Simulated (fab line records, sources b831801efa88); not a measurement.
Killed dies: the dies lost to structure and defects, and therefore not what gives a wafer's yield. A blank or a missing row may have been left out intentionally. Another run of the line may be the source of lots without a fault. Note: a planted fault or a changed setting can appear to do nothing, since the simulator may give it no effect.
fab line records	flow gf180mcu
[record] lots = 24	wafers = 72	lastDay = 34
route steps=602 shown DUAL_GATE@144 HV_LDD@222 NSD@243 V2@408 M3@412 V4@492
lots with no fault: from the same line, run without faults
startH: hours from the record's first day to the start of the lot's first wafer shown	waitH: hours since the lot's step before	" same as the row above	L1.1+2: a row that stands for several wafers	- either no value or no given start	* or withheld: withheld	< > ~ a bound
route shown NAME@n: a module of which the file shows steps, and the number in the route of the first	usual: the fault-free wafers' mean and standard deviation	same: alike in all rows	chamber/n: place in a boat	sites: per-site readings	_std_site: their standard deviation	_edge_site: outer sites' mean less inner sites'	radiusMm: how far each site lies from the wafer's centre	mask NAME#n: copy n	behind: the last tool/chamber to shape the wafer	hold: cause of the lot's hold/its duration in hours/its outcome	device: which transistor (n, p or np) failed to switch	end of line: the same wafers' tests at the end of the route	step lacking rows: just its recipe	killed: at the first sort, the dies lost to defects and structure; wafer yield is something else	map: a wafer's dies, x killed, . not, _ none there
set.NAME: the setting that was run; set.NAME@STEP: the one run at that earlier step	model.NAME: the simulator's own value behind a step, which no gauge read
one table for each step of the route and one row for each wafer, over a sample of lots
services: a tool's chamber out of use, with start hour (startH, from the record's first day; less than 0 if before it), hours out, and reason
[[steps]]
[step GF_DUAL_GATE_THK_MEAS_03]
[recipe] reads = SiO2_of_DUAL_GATE_OXIDATION_02
[usual] DUAL_GATE_OXIDATION_00_THK = 10.96/0.23
lot.wafer	tool	chamber	startH	waitH	DUAL_GATE_OXIDATION_00_THK[nm]
L074.2	filmMetro-02	-	163.23	0.0	10.57
L074.4	"	-	"	"	10.58
L074.5	"	-	"	"	10.32
L075.1	filmMetro-02	-	172.80	0.0	10.73
L075.2	"	-	"	"	10.80
L075.6	"	-	"	"	10.65
L076.1	filmMetro-02	-	180.60	0.0	11.16
L076.4	"	-	"	"	11.12
L076.6	"	-	"	"	10.96
L077.2	filmMetro-03	-	183.81	0.0	10.96
L077.3	"	-	"	"	10.94
L077.6	"	-	"	"	10.88
L078.2	filmMetro-02	-	188.02	0.0	10.74
L078.4	"	-	"	"	10.90
L078.6	"	-	"	"	10.72
L079.4	filmMetro-03	-	188.62	0.0	10.68
L079.5	"	-	"	"	10.71
L079.6	"	-	"	"	10.89
L080.2	filmMetro-02	-	202.22	0.0	11.34
L080.5	"	-	"	"	11.32
L080.6	"	-	"	"	11.31
L081.1	filmMetro-02	-	213.16	0.0	10.93
L081.4	"	-	"	"	11.18
L081.5	"	-	"	"	11.12
L082.1	filmMetro-01	-	216.10	0.0	10.82
L082.2	"	-	"	"	10.75
L082.3	"	-	"	"	10.92
L083.1	filmMetro-01	-	220.07	0.0	10.76
L083.2	"	-	"	"	10.76
L083.5	"	-	"	"	10.87
L084.1	filmMetro-02	-	227.49	0.0	10.75
L084.3	"	-	"	"	10.84
L084.5	"	-	"	"	10.97
L085.1	filmMetro-02	-	233.90	0.0	10.89
L085.3	"	-	"	"	11.20
L085.5	"	-	"	"	11.02
L086.1	filmMetro-02	-	242.38	0.0	10.86
L086.2	"	-	"	"	10.93
L086.6	"	-	"	"	11.19
L087.2	filmMetro-01	-	248.36	0.0	10.77
L087.4	"	-	"	"	10.98
L087.5	"	-	"	"	10.94
L088.2	filmMetro-02	-	254.53	0.0	11.21
L088.4	"	-	"	"	11.20
L088.5	"	-	"	"	10.84
L089.3	filmMetro-01	-	259.33	0.0	10.81
L089.4	"	-	"	"	11.06
L089.5	"	-	"	"	10.99
L090.3	filmMetro-02	-	265.57	0.0	11.05
L090.5	"	-	"	"	10.80
L090.6	"	-	"	"	10.95
L091.1	filmMetro-01	-	273.56	0.0	10.99
L091.4	"	-	"	"	10.90
L091.6	"	-	"	"	10.87
L092.1	filmMetro-01	-	283.40	0.0	10.97
L092.4	"	-	"	"	10.85
L092.5	"	-	"	"	11.23
L093.1	filmMetro-03	-	287.92	0.0	11.00
L093.3	"	-	"	"	11.00
L093.6	"	-	"	"	11.13
L094.1	filmMetro-01	-	293.22	0.0	11.36
L094.3	"	-	"	"	11.23
L094.6	"	-	"	"	11.39
L095.1	filmMetro-03	-	302.26	0.0	11.17
L095.2	"	-	"	"	11.13
L095.4	"	-	"	"	11.14
L096.2	filmMetro-01	-	307.57	0.0	11.39
L096.3	"	-	"	"	11.21
L096.4	"	-	"	"	11.23
L097.3	filmMetro-03	-	317.37	0.0	10.97
L097.5	"	-	"	"	11.08
L097.6	"	-	"	"	10.92
[step GF_HV_LDD_CD_MEAS_46]
[recipe] targetCdNm = 400
[usual] cdNm = 398/3
lot.wafer	tool	chamber	startH	waitH	cdNm
L074.2	cdSem-01	-	277.52	0.1	396
L074.4	"	-	"	"	399
L074.5	"	-	"	"	395
L075.1	cdSem-01	-	285.95	0.1	400
L075.2	"	-	"	"	403
L075.6	"	-	"	"	400
L076.1	cdSem-01	-	298.60	0.1	398
L076.4	"	-	"	"	402
L076.6	"	-	"	"	401
L077.2	cdSem-01	-	301.08	0.1	397
L077.3	"	-	"	"	397
L077.6	"	-	"	"	396
L078.2	cdSem-02	-	308.77	0.1	400
L078.4	"	-	"	"	401
L078.6	"	-	"	"	398
L079.4	cdSem-01	-	309.12	0.1	395
L079.5	"	-	"	"	396
L079.6	"	-	"	"	395
L080.2	cdSem-02	-	322.62	0.1	397
L080.5	"	-	"	"	398
L080.6	"	-	"	"	396
L081.1	cdSem-02	-	335.61	0.1	396
L081.4	"	-	"	"	398
L081.5	"	-	"	"	395
L082.1	cdSem-02	-	337.80	0.1	407
L082.2	"	-	"	"	403
L082.3	"	-	"	"	402
L083.1	cdSem-02	-	341.60	0.1	398
L083.2	"	-	"	"	395
L083.5	"	-	"	"	399
L084.1	cdSem-02	-	352.20	0.1	394
L084.3	"	-	"	"	394
L084.5	"	-	"	"	394
L085.1	cdSem-02	-	357.95	0.1	401
L085.3	"	-	"	"	403
L085.5	"	-	"	"	401
L086.1	cdSem-01	-	370.65	0.1	402
L086.2	"	-	"	"	400
L086.6	"	-	"	"	400
L087.2	cdSem-02	-	375.67	0.1	397
L087.4	"	-	"	"	398
L087.5	"	-	"	"	397
L088.2	cdSem-01	-	384.02	0.1	398
L088.4	"	-	"	"	400
L088.5	"	-	"	"	397
L089.3	cdSem-01	-	392.10	0.1	398
L089.4	"	-	"	"	400
L089.5	"	-	"	"	401
L090.3	cdSem-02	-	397.09	0.1	396
L090.5	"	-	"	"	397
L090.6	"	-	"	"	398
L091.1	cdSem-02	-	408.50	0.1	397
L091.4	"	-	"	"	399
L091.6	"	-	"	"	397
L092.1	cdSem-02	-	422.40	0.1	402
L092.4	"	-	"	"	401
L092.5	"	-	"	"	402
L093.1	cdSem-02	-	425.60	0.1	402
L093.3	"	-	"	"	401
L093.6	"	-	"	"	401
L094.1	cdSem-02	-	431.45	0.1	395
L094.3	"	-	"	"	397
L094.6	"	-	"	"	396
L095.1	cdSem-02	-	442.50	0.1	402
L095.2	"	-	"	"	404
L095.4	"	-	"	"	403
L096.2	cdSem-01	-	452.82	0.1	395
L096.3	"	-	"	"	394
L096.4	"	-	"	"	393
L097.3	cdSem-02	-	460.04	0.1	397
L097.5	"	-	"	"	396
L097.6	"	-	"	"	396
[step GF_NSD_OVL_MEAS_08]
[usual] NSD_OVL = -1.5/1.5
lot.wafer	tool	chamber	startH	waitH	NSD_OVL[nm]
L074.2	overlay-02	-	300.82	0.1	1.8
L074.4	"	-	"	"	-0.8
L074.5	"	-	"	"	-0.3
L075.1	overlay-02	-	309.51	0.1	0.1
L075.2	"	-	"	"	0.2
L075.6	"	-	"	"	-0.6
L076.1	overlay-02	-	322.08	0.1	-2.1
L076.4	"	-	"	"	-1.4
L076.6	"	-	"	"	-1.0
L077.2	overlay-02	-	324.52	0.1	0.2
L077.3	"	-	"	"	-0.6
L077.6	"	-	"	"	-2.5
L078.2	overlay-01	-	333.23	0.1	-1.6
L078.4	"	-	"	"	-1.1
L078.6	"	-	"	"	-0.8
L079.4	overlay-01	-	334.54	0.1	-1.1
L079.5	"	-	"	"	-2.1
L079.6	"	-	"	"	-2.7
L080.2	overlay-01	-	346.95	0.1	-4.2
L080.5	"	-	"	"	-4.8
L080.6	"	-	"	"	-3.0
L081.1	overlay-01	-	360.82	0.1	-1.7
L081.4	"	-	"	"	-0.6
L081.5	"	-	"	"	-0.3
L082.1	overlay-02	-	363.71	0.1	-3.0
L082.2	"	-	"	"	-0.4
L082.3	"	-	"	"	-1.5
L083.1	overlay-02	-	367.77	0.1	-2.7
L083.2	"	-	"	"	0.7
L083.5	"	-	"	"	-2.3
L084.1	overlay-01	-	378.03	0.1	-2.9
L084.3	"	-	"	"	-1.9
L084.5	"	-	"	"	-2.3
L085.1	overlay-01	-	383.03	0.1	-1.6
L085.3	"	-	"	"	-1.8
L085.5	"	-	"	"	-1.6
L086.1	overlay-01	-	398.06	0.1	-2.3
L086.2	"	-	"	"	0.5
L086.6	"	-	"	"	-3.6
L087.2	overlay-02	-	401.76	0.1	-1.3
L087.4	"	-	"	"	-2.0
L087.5	"	-	"	"	-3.8
L088.2	overlay-01	-	411.08	0.1	-2.2
L088.4	"	-	"	"	-2.4
L088.5	"	-	"	"	-2.6
L089.3	overlay-02	-	420.07	0.1	-0.3
L089.4	"	-	"	"	-0.7
L089.5	"	-	"	"	-1.3
L090.3	overlay-01	-	424.19	0.1	-0.8
L090.5	"	-	"	"	1.5
L090.6	"	-	"	"	-1.2
L091.1	overlay-02	-	436.11	0.1	-2.8
L091.4	"	-	"	"	-0.7
L091.6	"	-	"	"	-3.3
L092.1	overlay-02	-	450.21	0.1	0.0
L092.4	"	-	"	"	-0.4
L092.5	"	-	"	"	0.2
L093.1	overlay-02	-	452.97	0.1	-1.3
L093.3	"	-	"	"	0.2
L093.6	"	-	"	"	-1.7
L094.1	overlay-02	-	459.22	0.1	-3.2
L094.3	"	-	"	"	-1.8
L094.6	"	-	"	"	-2.2
L095.1	overlay-02	-	470.29	0.1	-1.9
L095.2	"	-	"	"	-3.0
L095.4	"	-	"	"	-4.0
L096.2	overlay-01	-	480.41	0.1	-3.4
L096.3	"	-	"	"	-1.8
L096.4	"	-	"	"	-2.2
L097.3	overlay-02	-	486.94	0.1	1.3
L097.5	"	-	"	"	0.9
L097.6	"	-	"	"	-1.9
[step GF_V2_CMP_26]
[recipe] stopOn = SiO2	downForcePsi = 3.5	platenRpm = 60	tOverpolishS = 15	targetThkNm = 0	padVelocityMS = 0.94248
[usual] edgeZonePressureFrac = 1.000/0.0053	motorCurrentA = 11.2/1.2	overpolishRunS = 15.000/0.0082	timeToEndpointS = 83/3.7
lot.wafer	tool	chamber	startH	waitH	edgeZonePressureFrac	motorCurrentA	overpolishRunS	timeToEndpointS
L074.4	cmp-02	3	469.76	0.1	1.006	10.9	15.011	75
L074.2	"	0	"	"	1.004	9.9	14.995	83
L074.5	"	2	"	"	1.000	9.9	15.014	81
L075.2	cmp-02	3	479.96	0.0	0.997	10.5	15.027	81
L075.1	"	2	"	"	1.006	9.6	14.997	85
L075.6	"	0	"	"	0.997	10.2	14.997	87
L076.1	cmp-01	2	492.91	0.1	0.999	13.1	14.999	84
L076.4	"	3	"	"	1.002	13.3	15.004	85
L076.6	"	2	"	"	1.004	12.7	15.002	85
L077.2	cmp-02	1	497.31	0.1	0.994	11.4	15.003	87
L077.3	"	2	"	"	0.991	9.5	15.000	84
L077.6	"	1	"	"	0.997	11.4	14.995	91
L078.4	cmp-02	2	505.21	0.0	1.000	9.5	14.995	81
L078.2	"	1	"	"	0.998	11.8	15.000	82
L078.6	"	3	"	"	1.011	11.0	15.005	79
L079.4	cmp-02	2	507.31	0.1	0.997	9.5	15.002	81
L079.6	"	0	"	"	1.000	9.8	14.987	81
L079.5	"	1	"	"	1.000	11.2	14.994	86
L080.2	cmp-01	2	521.76	0.1	1.003	13.1	14.998	84
L080.5	"	0	"	"	1.003	11.0	15.006	78
L080.6	"	1	"	"	0.997	11.5	15.010	77
L081.1	cmp-01	0	536.76	0.1	1.004	11.9	15.000	79
L081.4	"	2	"	"	0.992	12.6	14.997	88
L081.5	"	0	"	"	0.994	11.0	14.998	80
L082.3	cmp-01	1	538.51	0.1	1.005	11.1	15.001	80
L082.2	"	2	"	"	0.996	12.9	14.982	85
L082.1	"	3	"	"	1.004	13.6	14.988	81
L083.2	cmp-01	1	540.91	0.0	0.995	10.8	14.996	82
L083.1	"	3	"	"	1.004	13.4	15.003	86
L083.5	"	1	"	"	1.004	11.4	14.988	80
L084.3	cmp-02	2	551.87	0.1	0.994	9.7	15.017	81
L084.1	"	3	"	"	1.009	11.1	15.006	82
L084.5	"	2	"	"	0.992	9.8	15.003	82
L085.3	cmp-02	3	556.41	0.0	1.001	11.0	15.008	79
L085.1	"	1	"	"	0.997	11.5	15.008	86
L085.5	"	3	"	"	1.011	11.4	15.004	79
L086.1	cmp-02	0	570.97	0.1	1.011	9.9	14.987	85
L086.2	"	3	"	"	0.998	10.9	15.001	76
L086.6	"	0	"	"	1.003	9.3	15.004	79
L087.2	cmp-02	1	576.19	0.0	0.999	12.1	15.001	92
L087.4	"	0	"	"	1.010	9.6	15.008	87
L087.5	"	1	"	"	1.001	11.1	15.012	91
L088.2	cmp-02	0	584.89	0.1	0.997	9.7	15.005	85
L088.4	"	2	"	"	1.010	9.3	14.998	83
L088.5	"	3	"	"	1.007	11.3	14.998	79
L089.3	cmp-01	3	591.31	0.0	0.992	13.4	15.010	82
L089.4	"	0	"	"	1.002	11.1	14.987	76
L089.5	"	3	"	"	0.996	12.9	15.010	80
L090.3	cmp-01	1	595.11	0.1	1.002	11.4	14.991	79
L090.5	"	3	"	"	1.000	13.3	14.993	82
L090.6	"	0	"	"	0.996	11.0	14.994	76
L091.4	cmp-02	2	605.86	0.1	1.002	9.4	15.008	77
L091.1	"	0	"	"	0.996	9.9	14.990	78
L091.6	"	2	"	"	0.995	9.5	14.990	82
L092.4	cmp-01	2	619.32	0.1	1.006	12.6	14.996	87
L092.1	"	0	"	"	1.002	11.3	14.993	81
L092.5	"	1	"	"	1.004	12.0	15.006	84
L093.1	cmp-02	3	620.11	0.1	0.997	11.2	15.002	79
L093.3	"	1	"	"	1.003	11.0	14.995	91
L093.6	"	3	"	"	0.993	10.9	15.015	79
L094.3	cmp-01	2	625.46	0.0	1.003	13.1	15.005	87
L094.1	"	3	"	"	1.000	13.0	14.999	87
L094.6	"	3	"	"	1.001	13.8	14.990	84
L095.2	cmp-01	0	636.10	0.2	0.997	11.1	14.992	78
L095.4	"	1	"	"	0.997	10.7	14.982	77
L095.1	"	3	"	"	1.004	13.1	15.000	82
L096.4	cmp-01	0	645.23	0.1	1.005	11.2	14.994	83
L096.3	"	1	"	"	1.012	11.3	15.006	86
L096.2	"	2	"	"	1.006	12.8	14.998	88
L097.3	cmp-02	3	649.27	0.1	1.000	11.2	15.003	80
L097.5	"	2	"	"	0.999	9.9	15.010	82
L097.6	"	3	"	"	1.002	11.2	14.998	78
[step GF_M3_SPUTTER_03]
[recipe] material = Ti	targetThkNm = 10	substrateTempC = 300	chamberPressurePa = 0.3	powerW = 3000	timeS = 6.7
[usual] throttleValvePct = 30.1/0.68
lot.wafer	tool	chamber	startH	waitH	throttleValvePct
L074.2	pvdSputter-04	-	470.12	0.0	29.8
L074.4	"	-	"	"	30.7
L074.5	"	-	"	"	29.7
L075.1	pvdSputter-03	-	480.42	0.0	29.6
L075.2	"	-	"	"	31.0
L075.6	"	-	"	"	29.4
L076.1	pvdSputter-04	-	493.38	0.0	29.6
L076.4	"	-	"	"	30.7
L076.6	"	-	"	"	30.8
L077.2	pvdSputter-01	-	497.72	0.0	28.9
L077.3	"	-	"	"	30.3
L077.6	"	-	"	"	30.3
L078.2	pvdSputter-01	-	505.67	0.0	29.0
L078.4	"	-	"	"	30.4
L078.6	"	-	"	"	30.4
L079.4	pvdSputter-01	-	507.68	0.0	30.5
L079.5	"	-	"	"	29.0
L079.6	"	-	"	"	30.5
L080.2	pvdSputter-04	-	522.12	0.0	29.8
L080.5	"	-	"	"	29.7
L080.6	"	-	"	"	30.7
L081.1	pvdSputter-04	-	537.17	0.0	30.5
L081.4	"	-	"	"	29.7
L081.5	"	-	"	"	30.7
L082.1	pvdSputter-01	-	538.92	0.0	29.3
L082.2	"	-	"	"	28.9
L082.3	"	-	"	"	30.6
L083.1	pvdSputter-01	-	541.37	0.0	29.0
L083.2	"	-	"	"	30.2
L083.5	"	-	"	"	29.0
L084.1	pvdSputter-03	-	552.28	0.0	30.5
L084.3	"	-	"	"	29.8
L084.5	"	-	"	"	29.7
L085.1	pvdSputter-04	-	556.87	0.0	29.7
L085.3	"	-	"	"	30.6
L085.5	"	-	"	"	30.4
L086.1	pvdSputter-01	-	571.43	0.0	29.1
L086.2	"	-	"	"	29.1
L086.6	"	-	"	"	30.3
L087.2	pvdSputter-01	-	576.65	0.0	30.7
L087.4	"	-	"	"	29.3
L087.5	"	-	"	"	30.3
L088.2	pvdSputter-04	-	585.30	0.0	29.6
L088.4	"	-	"	"	30.7
L088.5	"	-	"	"	30.6
L089.3	pvdSputter-01	-	591.77	0.0	29.3
L089.4	"	-	"	"	30.8
L089.5	"	-	"	"	30.4
L090.3	pvdSputter-04	-	595.47	0.0	30.5
L090.5	"	-	"	"	30.8
L090.6	"	-	"	"	29.7
L091.1	pvdSputter-01	-	606.27	0.0	29.0
L091.4	"	-	"	"	30.5
L091.6	"	-	"	"	29.0
L092.1	pvdSputter-04	-	619.73	0.0	29.6
L092.4	"	-	"	"	30.8
L092.5	"	-	"	"	30.8
L093.1	pvdSputter-01	-	620.57	0.0	30.7
L093.3	"	-	"	"	29.0
L093.6	"	-	"	"	30.7
L094.1	pvdSputter-03	-	625.92	0.0	29.3
L094.3	"	-	"	"	31.3
L094.6	"	-	"	"	31.2
L095.1	pvdSputter-04	-	636.56	0.0	30.8
L095.2	"	-	"	"	29.8
L095.4	"	-	"	"	29.3
L096.2	pvdSputter-03	-	645.64	0.0	31.2
L096.3	"	-	"	"	30.4
L096.4	"	-	"	"	29.7
L097.3	pvdSputter-03	-	649.68	0.0	29.6
L097.5	"	-	"	"	31.4
L097.6	"	-	"	"	30.9
[step GF_V4_ETCH_16]
[recipe] chemistry = N2/H2	targetDepthA = withheld	overetchA = withheld	timeS = withheld	target = BARC	ionEnergyEv = 200	sourceW = 500	biasW = 100	pressureMtorr = 30	n2FlowSccm = 100	h2FlowSccm = 200
[usual] drypumpMotorCurrentA = 5.8/0.39	oesProductAu = 0.855/0.005	throttleValvePct = 13.225/0.0092
lot.wafer	tool	chamber	startH	waitH	drypumpMotorCurrentA	oesProductAu	throttleValvePct
L074.2	rieDiel-02	2	567.56	0.0	5.4	0.850	13.216
L074.4	"	0	"	"	5.4	0.858	13.226
L074.5	"	2	"	"	5.4	0.854	13.228
L075.1	rieDiel-03	1	575.80	0.0	5.8	0.858	13.209
L075.2	"	3	"	"	6.1	0.851	13.228
L075.6	"	1	"	"	5.8	0.855	13.228
L076.1	rieDiel-01	2	587.95	0.0	6.5	0.853	13.220
L076.4	"	3	"	"	5.7	0.857	13.219
L076.6	"	1	"	"	5.3	0.857	13.220
L077.2	rieDiel-03	3	591.81	0.0	6.1	0.855	13.225
L077.3	"	2	"	"	6.1	0.851	13.230
L077.6	"	0	"	"	5.4	0.848	13.234
L078.2	rieDiel-01	1	598.65	0.0	5.3	0.844	13.230
L078.4	"	2	"	"	6.6	0.856	13.227
L078.6	"	2	"	"	6.6	0.846	13.230
L079.4	rieDiel-01	0	600.36	0.0	5.8	0.855	13.229
L079.5	"	3	"	"	5.7	0.859	13.224
L079.6	"	2	"	"	6.6	0.853	13.218
L080.2	rieDiel-01	3	614.30	0.0	5.7	0.860	13.228
L080.5	"	2	"	"	6.6	0.852	13.218
L080.6	"	1	"	"	5.3	0.854	13.224
L081.1	rieDiel-02	0	628.45	0.0	5.4	0.858	13.230
L081.4	"	1	"	"	6.1	0.856	13.226
L081.5	"	3	"	"	5.8	0.853	13.219
L082.1	rieDiel-01	3	630.10	0.0	5.7	0.855	13.224
L082.2	"	0	"	"	5.7	0.851	13.230
L082.3	"	2	"	"	6.6	0.860	13.233
L083.1	rieDiel-02	0	631.16	0.0	5.4	0.848	13.213
L083.2	"	1	"	"	6.1	0.859	13.226
L083.5	"	3	"	"	5.8	0.854	13.223
L084.1	rieDiel-01	1	641.75	0.0	5.3	0.857	13.227
L084.3	"	0	"	"	5.7	0.863	13.247
L084.5	"	3	"	"	5.6	0.856	13.211
L085.1	rieDiel-03	2	646.85	0.0	6.1	0.866	13.230
L085.3	"	0	"	"	5.4	0.854	13.216
L085.5	"	0	"	"	5.4	0.862	13.222
L086.1	rieDiel-01	1	659.75	0.0	5.3	0.862	13.233
L086.2	"	2	"	"	6.6	0.856	13.214
L086.6	"	3	"	"	5.7	0.865	13.227
L087.2	rieDiel-03	2	663.51	0.0	6.1	0.851	13.211
L087.4	"	1	"	"	5.8	0.851	13.221
L087.5	"	3	"	"	6.0	0.861	13.215
L088.2	rieDiel-02	0	672.00	0.0	5.5	0.851	13.223
L088.4	"	2	"	"	5.4	0.854	13.226
L088.5	"	1	"	"	6.1	0.853	13.224
L089.3	rieDiel-02	2	678.00	0.0	5.4	0.866	13.235
L089.4	"	0	"	"	5.4	0.859	13.211
L089.5	"	3	"	"	5.8	0.858	13.218
L090.3	rieDiel-01	1	680.75	0.0	5.3	0.856	13.226
L090.5	"	0	"	"	5.7	0.854	13.223
L090.6	"	1	"	"	5.3	0.860	13.221
L091.1	rieDiel-01	1	691.12	0.0	5.3	0.865	13.238
L091.4	"	1	"	"	5.3	0.856	13.229
L091.6	"	0	"	"	5.7	0.860	13.231
L092.1	rieDiel-02	0	702.40	0.0	5.5	0.863	13.211
L092.4	"	3	"	"	5.8	0.858	13.221
L092.5	"	2	"	"	5.4	0.864	13.233
L093.1	rieDiel-03	0	703.50	0.0	5.4	0.856	13.218
L093.3	"	3	"	"	6.1	0.852	13.230
L093.6	"	1	"	"	5.8	0.850	13.232
L094.1	rieDiel-01	2	708.31	0.0	6.6	0.862	13.226
L094.3	"	1	"	"	5.4	0.862	13.231
L094.6	"	2	"	"	6.6	0.858	13.228
L095.1	rieDiel-03	0	717.66	0.0	5.4	0.850	13.210
L095.2	"	3	"	"	6.1	0.858	13.251
L095.4	"	1	"	"	5.8	0.857	13.227
L096.2	rieDiel-01	3	726.35	0.0	5.7	0.851	13.212
L096.3	"	0	"	"	5.7	0.862	13.236
L096.4	"	2	"	"	6.5	0.849	13.214
L097.3	rieDiel-02	0	729.00	0.0	5.5	0.859	13.230
L097.5	"	3	"	"	5.8	0.851	13.235
L097.6	"	2	"	"	5.4	0.851	13.209
[[services]]
tool	chamber	startH	hours	kind
rieDiel-01	2	446.20	17.3	repair
cmp-02	-	463.71	5.8	repair
pvdSputter-01	-	463.74	5.0	repair
pvdSputter-04	-	491.11	1.5	repair
rieDiel-01	3	493.82	8.5	repair
cmp-01	-	502.80	0.3	repair
cmp-02	-	513.81	1.1	repair
rieDiel-01	2	521.87	2.4	repair
rieDiel-01	1	536.54	27.9	repair
cmp-02	-	558.10	5.1	repair
rieDiel-01	0	559.79	8.5	repair
cmp-02	-	572.03	4.0	pm
pvdSputter-04	-	572.58	6.7	repair
pvdSputter-04	-	592.20	2.5	repair
rieDiel-01	-	605.81	2.8	pm
rieDiel-01	-	620.52	1.0	repair
cmp-02	-	623.63	3.1	repair
cmp-02	-	640.13	2.8	pm
rieDiel-01	3	688.78	3.6	repair
cmp-01	-	689.50	1.2	repair
cmp-02	-	700.27	7.3	repair
pvdSputter-01	-	710.93	1.0	repair
pvdSputter-04	-	717.36	2.3	repair
cmp-01	-	724.81	6.1	pm
[[key]]
fault none
